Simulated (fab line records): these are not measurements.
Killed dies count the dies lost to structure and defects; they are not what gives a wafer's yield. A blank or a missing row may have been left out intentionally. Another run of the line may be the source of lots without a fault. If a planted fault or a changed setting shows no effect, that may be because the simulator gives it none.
Chamber matching :: flow sfq-line :: pecvd-02 running SFQ_TRILAYER_A5B_DEP_PECVD_129: 3 sister chambers
The step deposits SiO2 from SiH4/N2O, time 133.33 s, target thk 600 nm. 6 wafers are shown with their chamber, then 8 later ones without.

== WAFERS, EACH WITH ITS CHAMBER ==
wafer: L483.4
chamber: 2
throttle-valve-pct (%): 26.4
chamber-pressure-Torr (Torr): 2.404

wafer: L483.6
chamber: 0
throttle-valve-pct (%): 25.0
chamber-pressure-Torr (Torr): 2.391

wafer: L485.2
chamber: 2
throttle-valve-pct (%): 26.3
chamber-pressure-Torr (Torr): 2.403

wafer: L485.4
chamber: 0
throttle-valve-pct (%): 24.9
chamber-pressure-Torr (Torr): 2.394

wafer: L485.6
chamber: 1
throttle-valve-pct (%): 26.4
chamber-pressure-Torr (Torr): 2.401

wafer: L487.2
chamber: 1
throttle-valve-pct (%): 26.1
chamber-pressure-Torr (Torr): 2.401

== WAFERS WITH NO CHAMBER GIVEN ==
wafer: L487.3
throttle-valve-pct (%): 26.2
chamber-pressure-Torr (Torr): 2.405

wafer: L487.5
throttle-valve-pct (%): 25.1
chamber-pressure-Torr (Torr): 2.396

wafer: L489.2
throttle-valve-pct (%): 25.0
chamber-pressure-Torr (Torr): 2.401

wafer: L489.3
throttle-valve-pct (%): 26.4
chamber-pressure-Torr (Torr): 2.403

wafer: L489.6
throttle-valve-pct (%): 25.3
chamber-pressure-Torr (Torr): 2.398

wafer: L490.1
throttle-valve-pct (%): 25.1
chamber-pressure-Torr (Torr): 2.403

wafer: L490.3
throttle-valve-pct (%): 26.4
chamber-pressure-Torr (Torr): 2.409

wafer: L490.5
throttle-valve-pct (%): 26.1
chamber-pressure-Torr (Torr): 2.402

== CHAMBER TAKEN BY EACH ==
wafer: L487.3
from the rows above: can't be placed: 2 or 1
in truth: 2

wafer: L487.5
from the rows above: 0
in truth: 0

wafer: L489.2
from the rows above: 0
in truth: 0

wafer: L489.3
from the rows above: can't be placed: 2 or 1
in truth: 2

wafer: L489.6
from the rows above: 0
in truth: 0

wafer: L490.1
from the rows above: can't be placed: 0 or 1 or 2
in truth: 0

wafer: L490.3
from the rows above: 2
in truth: 2

wafer: L490.5
from the rows above: can't be placed: 1 or 2
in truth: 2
Placed correctly: 4 of 8. From these rows, 4 cannot be placed; in 4 the true chamber is one of the candidates. Placed wrongly: 0.
How it was worked out, from the rows above alone: a wafer's distance from a chamber is the root of the sum, over the readings, of the square of ((its reading less the chamber's mean) divided by the reading's scatter). The wafer belongs to the nearest chamber; if the next one is less than 2 further off, it can't be placed. The mean given for a chamber averages the wafers shown for that chamber. How the scatter is found: for the shown wafers, subtract from each reading the mean of its chamber, square and add these, divide the total by (wafers less chambers), then take the root.
